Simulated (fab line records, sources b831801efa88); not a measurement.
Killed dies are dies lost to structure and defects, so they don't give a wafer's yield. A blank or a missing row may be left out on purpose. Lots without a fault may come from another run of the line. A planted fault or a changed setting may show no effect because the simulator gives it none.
A struck lot beside a sound one | flow gf180mcu | 16 steps out of a route of 602
Sound: wafers L573.3, L573.4, L573.5. Struck: wafer L581.6. (L581.2, L581.5 of the same lot were not struck and are left out.) The cause comes at the end.
At each step with rows: each side's tool, then ch and its chambers, then its first start. Under that, the readings that differ: sound wafers | struck wafers | difference of the means | sigmas: that difference in standard deviations of wafers without a fault.
alike: readings whose means differ by less than 2 such deviations, and words and numbers that are the same on both sides. not compared: withheld readings, readings that some wafer has no value for, bounds like >300 that may hide the same value, and numbers for which the record gives no deviation and whose values overlap.
The two part at a step that has a row with sigmas, a row that says differs or no value, or rows on one side only. Numbers that don't overlap but have no deviation are shown without sigmas and don't part them. A reading that every wafer of one side lacks parts them only if that side has two wafers or more.

first, 9 steps without rows for these wafers: GF_MIM_STRIP_21 (strips in post etch residue remover, time 1200 s); GF_MIM_CLEAN_22 (cleans in DIW); GF_M5_DEHYDRATE_00 (time 60 s); GF_M5_HMDS_01 (prime time 60 s); GF_M5_COAT_02 (resist thk 1000 nm); GF_M5_SOFTBAKE_03 (time 60 s); GF_M5_EXPOSE_04 (exposes mask Metal5, target cd 280 nm); GF_M5_PEB_05 (peb time 90 s); GF_M5_DEVELOP_06 (develop time 60 s).
GF_M5_CD_MEAS_07: target cd 280 nm.
  sound on cd_sem-02, day 29 05:32; struck on cd_sem-02, day 31 09:07
  alike: cd_nm
GF_M5_OVL_MEAS_08:
  sound on overlay-01, day 29 05:37; struck on overlay-02, day 31 09:13
  alike: M5_OVL
GF_M5_ETCH_09: etches Si3N4 in CF4/O2, target depth 52 nm, time 11.6 s.
  sound on rie_diel-02 ch 1,2,3, day 29 05:38; struck on rie_diel-01 ch 0, day 31 09:14
  alike: drypump_motor_current_A, oes_product_au, throttle_valve_pct
  not compared: rf_hours_counter_h
GF_M5_METAL_ETCH_10: etches the open film in Cl2/BCl3, stops on SiO2, target depth 627.5 nm, time 104.6 s.
  sound on rie_metal-04 ch 0,1, day 29 05:42; struck on rie_metal-04 ch 1, day 31 09:16
  reading                             | sound                | struck | difference | sigmas
  oes_product_au (a.u.)               | 0.976 0.971 0.976    | 0.921  | -0.053     | -10
  run_length_s (s)                    | 132.5 132.3 132.4    | 142.3  | +9.9       | +27
  throttle_valve_pct (%)              | 28.241 28.245 28.259 | 28.305 | +0.057     | +6
  model.KrF_of_M5_COAT_02.thk_nm (nm) | 697.3 699.5 695.3    | 673.9  | -23.5      |
  alike: drypump_motor_current_A, mfc_cl2_sccm
  not compared: rf_hours_counter_h
GF_M5_STRIP_11: strips in O2/N2.
  sound on plasma_asher-01 ch 0,1, day 29 05:49; struck on plasma_asher-02 ch 1, day 31 09:23
  reading                      | sound          | struck | difference | sigmas
  strip_time_to_endpoint_s (s) | 7.51 7.55 7.49 | 7.27   | -0.25      | -5
  alike: drypump_motor_current_A, heater_power_w, oes_product_au
  not compared: rf_hours_counter_h
then, 1 step without rows for these wafers: GF_M5_STRIP_12 (strips in post etch residue remover, time 1200 s).
-- the record jumps here: 2 days lie between the struck wafers' starts before and after (it left off in module M5 and takes up again in module PASSIVATION, whose first step shown is number 602 of the route) --
GF_PASSIVATION_PROBE_99:
  the record has rows for the struck wafers here (prober-01, day 33 16:39) and none for the sound ones

WHERE THEY PART
First at GF_M5_METAL_ETCH_10; last, within this record, at GF_PASSIVATION_PROBE_99.

WHY: what the simulator had put in
Process parameter drift: rie_metal-04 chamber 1, from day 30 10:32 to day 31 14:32, at GF_M5_METAL_ETCH_10. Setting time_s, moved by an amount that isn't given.
